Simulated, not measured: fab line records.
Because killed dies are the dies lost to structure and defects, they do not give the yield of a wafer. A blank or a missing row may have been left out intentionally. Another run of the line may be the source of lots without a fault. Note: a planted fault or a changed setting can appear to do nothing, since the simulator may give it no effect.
A single fault, viewed from 2 desks || flow sky130 || each desk has only its own numbers; what lay behind them comes last

## THE TOOL OWNER'S DESK: implanter-03
The tool's own readings at SKY_GATE_OXIDE_IMPLANT_11: means of the sampled wafers that have a number, for each lot that ran on this tool. Any lot whose mean is over 4 standard deviations away from the usual mean is out of limits and marked OUT; that distance is given in the brackets.
Columns: A = doseIonsCm2 at SKY_GATE_OXIDE_IMPLANT_11, usual 2.6e+12; B = faradayCurrentUA at SKY_GATE_OXIDE_IMPLANT_11, usual 14.69
{"lot": "L146", "first seen here": "day 13 15:49", "A": 2.6e+12, "B": 14.74}
{"lot": "L157", "first seen here": "day 18 12:10", "A": "3.7e+12 (+99 or more) OUT", "B": "21.07 (+21) OUT"}
{"lot": "L158", "first seen here": "day 18 12:42", "A": "3.7e+12 (+99 or more) OUT", "B": "20.89 (+21) OUT"}
This desk's verdict: out of limits on L157, L158, starting with L157 at day 18 12:10 (doseIonsCm2 at SKY_GATE_OXIDE_IMPLANT_11). In limits: L146.

## AT THE METROLOGY DESK
Means of the sampled wafers that have a number, per lot and without regard to the tool the lot ran on: this is what the gauges read. Any lot whose mean is over 4 standard deviations away from the usual mean is out of limits and marked OUT; that distance is given in the brackets.
Columns: A = GATE_OXIDE_TW at SKY_GATE_OXIDE_TW_MEAS_14, usual 224.6; B = METAL2_OVL at SKY_METAL2_OVL_MEAS_16, usual 0 nm
{"lot": "L146", "first seen here": "day 13 16:10", "A": 225.5, "B": -9}
{"lot": "L147", "first seen here": "day 14 04:15", "A": 223.5, "B": 0}
{"lot": "L148", "first seen here": "day 14 09:08", "A": 225.5, "B": 1}
{"lot": "L149", "first seen here": "day 14 13:59", "A": 226.1, "B": 4}
{"lot": "L150", "first seen here": "day 15 06:30", "A": 222.6, "B": -2}
{"lot": "L157", "first seen here": "day 18 12:31", "A": "248.9 (+22) OUT", "B": -7}
{"lot": "L158", "first seen here": "day 18 13:04", "A": "249.0 (+22) OUT", "B": -4}
{"lot": "L163", "first seen here": "day 20 02:30", "A": 224.2, "B": 8}
{"lot": "L166", "first seen here": "day 21 04:28", "A": 224.8, "B": 8}
{"lot": "L167", "first seen here": "day 21 13:03", "A": 224.2, "B": 6}
{"lot": "L168", "first seen here": "day 21 19:51", "A": 223.7, "B": 4}
{"lot": "L169", "first seen here": "day 22 03:09", "A": 225.4, "B": -3}
This desk's finding: out of limits on L157, L158; first on L157, day 18 12:31 (GATE_OXIDE_TW at SKY_GATE_OXIDE_TW_MEAS_14). In limits: L146, L147, L148, L149, L150, L163, L166, L167, L168, L169.

## PUT TOGETHER
On L157, L158, at day 18 12:10, an alarm was possible from the tool owner's desk.
Metrology desk: alarm possible at day 18 12:31 on L157, L158.
Of the lots named, all ran SKY_GATE_OXIDE_IMPLANT_11 on implanter-03.

## WHAT THE SIMULATOR HAD PUT IN
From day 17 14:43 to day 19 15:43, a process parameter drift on implanter-03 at SKY_GATE_OXIDE_IMPLANT_11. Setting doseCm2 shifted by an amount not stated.
Lots struck among those shown: L157, L158.
Hours from the fault's start to each desk's first reading out of limits: the tool owner's desk, 21; the metrology desk, 22.
